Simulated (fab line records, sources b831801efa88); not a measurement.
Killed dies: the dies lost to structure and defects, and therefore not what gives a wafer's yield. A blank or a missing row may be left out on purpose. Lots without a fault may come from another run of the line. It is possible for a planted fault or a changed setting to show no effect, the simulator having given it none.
A lot that was struck, set against a sound lot || flow sky130 || 15 steps out of a route of 708
Sound: wafers L770.1, L770.3, L770.6. Struck: wafer L780.6. (L780.3, L780.5 of the same lot were not struck and are left out.) The cause comes at the end.
Order at every step that has rows: each side's tool, ch and its chambers, its first start. Under that, the readings that differ: sound wafers || struck wafers || difference of the means || sigmas: that difference in standard deviations of wafers without a fault.
alike: same words and numbers on both sides, and readings whose means sit less than 2 such deviations apart. not compared: any withheld reading, any reading some wafer has no value for, any bound like >300 that may hide the same value, and any number with overlapping values for which the record gives no deviation.
Wherever a step has rows on one side only, a row that says differs or no value, or a row with sigmas, the two part there. Non-overlapping numbers with no deviation appear without sigmas and do not part them. Lack of a reading on every wafer of one side parts them only where that side has two or more wafers.

SKY_SPACER_THK_MEAS_01:
  sound: film-metro-01 at day 24 20:14; struck: film-metro-03 at day 28 10:35
  alike: SPACER_CVD_00_THK
SKY_SPACER_ETCHBACK_02: etches Si3N4 in CH3F/O2, stops on SiO2, time 46.7 s, target depth 45 nm.
  sound on rie-diel-01 ch 0,2,3, day 24 20:17; struck on rie-diel-03 ch 2, day 28 10:37
{"reading": "drypump-motor-current-A (A)", "sound": "5.3 5.0 5.8", "struck": 6.3, "difference": "+0.9", "sigmas": "+2"}
{"reading": "throttle-valve-pct (%)", "sound": "10.566 10.534 10.572", "struck": 10.581, "difference": "+0.024", "sigmas": "+2"}
  alike: ch3f-flow-sccm, oes-product-au
  not compared: rf-hours-counter-h
then, 8 steps without rows for these wafers: SKY_POLY_CUT_DEHYDRATE_00 (time 60 s); SKY_POLY_CUT_HMDS_01 (prime time 60 s); SKY_POLY_CUT_COAT_02 (resist thk 60 nm); SKY_POLY_CUT_COAT_03 (resist thk 450 nm); SKY_POLY_CUT_SOFTBAKE_04 (time 90 s); SKY_POLY_CUT_EXPOSE_05 (exposes mask NPCM, target cd 270 nm); SKY_POLY_CUT_PEB_06; SKY_POLY_CUT_DEVELOP_07 (develop time 60 s).
SKY_POLY_CUT_CD_MEAS_08: the cd target is 270 nm.
  sound: cd-sem-02 at day 26 02:17; struck: cd-sem-01 at day 29 14:34
  alike: cd-nm
SKY_POLY_CUT_OVL_MEAS_09:
  sound: overlay-01 at day 26 02:24; struck: overlay-01 at day 29 14:40
  alike: POLY_CUT_OVL
SKY_POLY_CUT_ETCH_10: etches BARC in N2/H2, stops on SiO2, time 45.9 s, target depth 60 nm.
  sound on rie-diel-02 ch 0,1, day 26 02:26; struck on rie-diel-02 ch 0, day 29 14:41
{"reading": "bias-w (W)", "sound": "100.2 100.0 100.4", "struck": 96.3, "difference": -3.9, "sigmas": -12}
  alike: drypump-motor-current-A, oes-product-au, throttle-valve-pct
  not compared: rf-hours-counter-h
SKY_POLY_CUT_ETCH_11: etches Si3N4 in CF4/CH2F2/Ar, stops on poly-Si, time 42.5 s, target depth 60 nm.
  sound on rie-diel-02 ch 0,1, day 26 02:29; struck on rie-diel-02 ch 0, day 29 14:44
  alike: bias-w, ch2f2-flow-sccm, drypump-motor-current-A, oes-product-au, throttle-valve-pct
  not compared: rf-hours-counter-h
SKY_PAD_OPEN_PROBE_99:
  sound wafers here have rows in the record (prober-01, day 47 00:41); struck ones have none

WHERE THEY PART
First at SKY_SPACER_ETCHBACK_02; last, within this record, at SKY_PAD_OPEN_PROBE_99.

WHY: what the simulator had put in
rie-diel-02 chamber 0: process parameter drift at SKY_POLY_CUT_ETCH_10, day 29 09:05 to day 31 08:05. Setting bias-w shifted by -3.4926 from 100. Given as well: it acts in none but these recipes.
